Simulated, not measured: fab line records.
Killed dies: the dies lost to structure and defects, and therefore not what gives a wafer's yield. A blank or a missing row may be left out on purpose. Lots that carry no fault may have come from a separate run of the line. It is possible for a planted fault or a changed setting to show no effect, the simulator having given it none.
The tool behind it: which one? :: flow gf180mcu :: Sampling: 6 lots, 18 wafers, 4 of 602 route steps

## WHAT THE GAUGES SHOWED, per wafer
GF_PSD_TW_MEAS_11.
lot: L962
measured: day 15 00:26
on: filmMetro-03
PSD_TW: 3149 3165 3172

lot: L964
measured: day 15 17:07
on: filmMetro-01
PSD_TW: 3096 3118 3110

lot: L966
measured: day 16 11:35
on: filmMetro-04
PSD_TW: 3215 3210 3234

lot: L968
measured: day 17 02:11
on: filmMetro-03
PSD_TW: 3182 3170 3167

lot: L972
measured: day 18 12:19
on: filmMetro-04
PSD_TW: 2175 2179 2182 2187 2177 2178

lot: L974
measured: day 19 03:10
on: filmMetro-04
PSD_TW: 2182 2179 2188 2188 2179 2188

## WHICH TOOL RAN EACH LOT (tool, then ch and the chambers of the sampled wafers, then the start)
lot: L962
GF_NSD_STRIP_11: plasmaAsher-04 ch 0,1, day 14 02:52
GF_PSD_IMPLANT_09: implanter-01 ch 0, day 15 00:13
GF_PSD_STRIP_10: plasmaAsher-03 ch 0,1, day 15 00:21

lot: L964
GF_NSD_STRIP_11: plasmaAsher-04 ch 0,1, day 14 18:47
GF_PSD_IMPLANT_09: implanter-04 ch 0, day 15 16:53
GF_PSD_STRIP_10: plasmaAsher-04 ch 0,1, day 15 17:00

lot: L966
GF_NSD_STRIP_11: plasmaAsher-01 ch 0,1, day 15 13:05
GF_PSD_IMPLANT_09: implanter-02 ch 0, day 16 11:21
GF_PSD_STRIP_10: plasmaAsher-04 ch 0,1, day 16 11:28

lot: L968
GF_NSD_STRIP_11: plasmaAsher-04 ch 0,1, day 16 03:30
GF_PSD_IMPLANT_09: implanter-01 ch 0, day 17 01:58
GF_PSD_STRIP_10: plasmaAsher-02 ch 0,1, day 17 02:05

lot: L972
GF_NSD_STRIP_11: plasmaAsher-01 ch 0, day 17 12:29
GF_PSD_IMPLANT_09: implanter-04 ch 0, day 18 12:04
GF_PSD_STRIP_10: plasmaAsher-02 ch 0,1, day 18 12:13

lot: L974
GF_NSD_STRIP_11: plasmaAsher-01 ch 0,1, day 18 02:48
GF_PSD_IMPLANT_09: implanter-04 ch 0, day 19 02:55
GF_PSD_STRIP_10: plasmaAsher-04 ch 1, day 19 03:04
- GF_NSD_STRIP_11: strips in O2/N2.
- GF_PSD_IMPLANT_09
- GF_PSD_STRIP_10: strips in O2/N2.

## THE ANSWER, worked out from the rows above alone
Rule: usual is defined by the lots themselves. The widest of any qualifying gaps counts: lots, ordered by their means at a reading, are off when they make up no more than a third of the lots, leave a main group of 4 or more, and stand apart from it by 3 or more times the standard deviation of that group's means. A main group is skipped when, at the precision printed for the reading in the tables above, its means are all equal. A lot without any number at a reading at which 4 lots or more have one is off too. All remaining lots with rows at the step are treated as sound.
Off: L972, L974, seen at GF_PSD_TW_MEAS_11 (PSD_TW). Main group: mean 3166, sd 40.
If a tool, at a process step before that reading, ran all the lots that are off and no sound lot after the first of them, it fits. Gauges at GF_PSD_TW_MEAS_11: tried the same way as those tools. Can't be told from this: 3 tools fit, plasmaAsher-01 at GF_NSD_STRIP_11, implanter-04 at GF_PSD_IMPLANT_09, filmMetro-04 at GF_PSD_TW_MEAS_11.

## WHAT THE SIMULATOR PUT IN
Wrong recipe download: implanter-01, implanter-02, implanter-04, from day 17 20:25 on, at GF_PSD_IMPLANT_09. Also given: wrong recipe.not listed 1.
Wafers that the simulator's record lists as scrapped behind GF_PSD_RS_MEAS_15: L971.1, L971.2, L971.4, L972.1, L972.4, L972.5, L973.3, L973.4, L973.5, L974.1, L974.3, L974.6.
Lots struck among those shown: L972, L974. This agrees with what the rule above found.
